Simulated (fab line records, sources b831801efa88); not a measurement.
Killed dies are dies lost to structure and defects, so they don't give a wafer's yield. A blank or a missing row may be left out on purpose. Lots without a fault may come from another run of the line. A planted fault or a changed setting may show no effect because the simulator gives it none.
A struck lot beside a sound one | flow gf180mcu | 26 steps out of a route of 602
Sound: wafers L480.2, L480.4, L480.5. Struck: wafer L472.2. (L472.3, L472.4 of the same lot were not struck and are left out.) The cause comes at the end.
At each step with rows: each side's tool, then ch and its chambers, then its first start. Under that, the readings that differ: sound wafers | struck wafers | difference of the means | sigmas: that difference in standard deviations of wafers without a fault.
alike: readings whose means differ by less than 2 such deviations, and words and numbers that are the same on both sides. not compared: withheld readings, readings that some wafer has no value for, bounds like >300 that may hide the same value, and numbers for which the record gives no deviation and whose values overlap.
The two part at a step that has a row with sigmas, a row that says differs or no value, or rows on one side only. Numbers that don't overlap but have no deviation are shown without sigmas and don't part them. A reading that every wafer of one side lacks parts them only if that side has two wafers or more.

first, 6 steps without rows for these wafers: GF_TOP_METAL_HMDS_08 (prime time 60 s); GF_TOP_METAL_COAT_09 (resist thk 1500 nm); GF_TOP_METAL_SOFTBAKE_10 (time 60 s); GF_TOP_METAL_EXPOSE_11 (exposes mask MetalTop, target cd 440 nm); GF_TOP_METAL_PEB_12; GF_TOP_METAL_DEVELOP_13 (develop time 60 s).
GF_TOP_METAL_CD_MEAS_14: target cd 440 nm.
  sound on cd_sem-01, day 33 16:28; struck on cd_sem-02, day 31 18:20
  alike: cd_nm
GF_TOP_METAL_OVL_MEAS_15:
  sound on overlay-01, day 33 16:34; struck on overlay-01, day 31 18:26
  alike: TOP_METAL_OVL
GF_TOP_METAL_METAL_ETCH_16: etches the open film in Cl2/BCl3, stops on SiO2, target depth 1077.5 nm, time 179.6 s.
  sound on rie_metal-03 ch 0, day 33 16:36; struck on rie_metal-01 ch 0, day 31 18:28
  reading                      | sound          | struck | difference | sigmas
  he_backside_leak_sccm (sccm) | 3.60 3.38 3.47 | 2.98   | -0.50      | -2
  alike: drypump_motor_current_A, mfc_cl2_sccm, oes_product_au, throttle_valve_pct
  not compared: rf_hours_counter_h
GF_TOP_METAL_STRIP_17: strips in O2/N2.
  sound on plasma_asher-03 ch 1, day 33 16:47; struck on plasma_asher-04 ch 1, day 31 18:38
  reading            | sound       | struck | difference | sigmas
  heater_power_w (W) | 269 266 272 | 355    | +86        | +4
  alike: drypump_motor_current_A, oes_product_au, strip_time_to_endpoint_s
  not compared: rf_hours_counter_h
then, 2 steps without rows for these wafers: GF_TOP_METAL_STRIP_18 (strips in post etch residue remover, time 1200 s); GF_TOP_METAL_CLEAN_19 (cleans in DIW).
GF_PASSIVATION_CVD_00: deposits SiO2 from TEOS, target thk 1000 nm, time 111.95 s.
  sound on pecvd-01 ch 0,2, day 33 17:19; struck on pecvd-04 ch 0, day 31 19:13
  reading                                      | sound             | struck | difference | sigmas
  run_length_s (s)                             | 139.8 140.2 139.2 | 136.1  | -3.6       | -6
  model.SiO2_of_PASSIVATION_CVD_00.thk_nm (nm) | 977.4 995.9 985.1 | 942.5  | -43.6      |
  alike: heater_power_w
GF_PASSIVATION_THK_MEAS_01:
  sound on film_metro-04, day 33 17:24; struck on film_metro-04, day 31 19:19
  reading                     | sound       | struck | difference | sigmas
  PASSIVATION_CVD_00_THK (nm) | 977 996 985 | 942    | -44        | -3
GF_PASSIVATION_CVD_02: deposits Si3N4, target thk 700 nm, time 486.18 s.
  sound on pecvd-04 ch 0,1,2, day 33 17:27; struck on pecvd-02 ch 0, day 31 19:22
  alike: heater_power_w, run_length_s
GF_PASSIVATION_THK_MEAS_03:
  sound on film_metro-02, day 33 17:44; struck on film_metro-02, day 31 19:39
  alike: PASSIVATION_CVD_02_THK
then, 7 steps without rows for these wafers: GF_PASSIVATION_DEHYDRATE_04 (time 60 s); GF_PASSIVATION_HMDS_05 (prime time 60 s); GF_PASSIVATION_COAT_06 (resist thk 4000 nm); GF_PASSIVATION_SOFTBAKE_07; GF_PASSIVATION_EXPOSE_08 (exposes mask Pad, target cd 40000 nm); GF_PASSIVATION_PEB_09; GF_PASSIVATION_DEVELOP_10 (develop time 60 s).
GF_PASSIVATION_ETCH_11: etches the open film in CF4/O2, stops on TiN, target depth 1800 nm, time 400 s.
  sound on rie_diel-02 ch 0,2, day 34 08:49; struck on rie_diel-01 ch 3, day 32 11:43
  reading                                 | sound             | struck | difference | sigmas
  oes_product_au (a.u.)                   | 0.951 0.964 0.954 | 0.937  | -0.019     | -2
  model.PASSIVATION.feature_depth_nm (nm) | 1656 1699 1684    | 1645   | -35        |
  model.etch.depth_nm (nm)                | 1656 1699 1684    | 1645   | -35        |
  alike: drypump_motor_current_A, throttle_valve_pct
  not compared: rf_hours_counter_h
GF_PASSIVATION_STRIP_12: strips in O2/N2.
  sound on plasma_asher-01 ch 1, day 34 09:03; struck on plasma_asher-01 ch 1, day 32 11:57
  alike: drypump_motor_current_A, heater_power_w, oes_product_au, strip_time_to_endpoint_s
  not compared: rf_hours_counter_h
then, 1 step without rows for these wafers: GF_PASSIVATION_PROBE_99.

WHERE THEY PART
First at GF_TOP_METAL_METAL_ETCH_16; last, within this record, at GF_PASSIVATION_ETCH_11. Later steps at which nothing parts them and some readings are alike: GF_PASSIVATION_STRIP_12.

WHY: what the simulator had put in
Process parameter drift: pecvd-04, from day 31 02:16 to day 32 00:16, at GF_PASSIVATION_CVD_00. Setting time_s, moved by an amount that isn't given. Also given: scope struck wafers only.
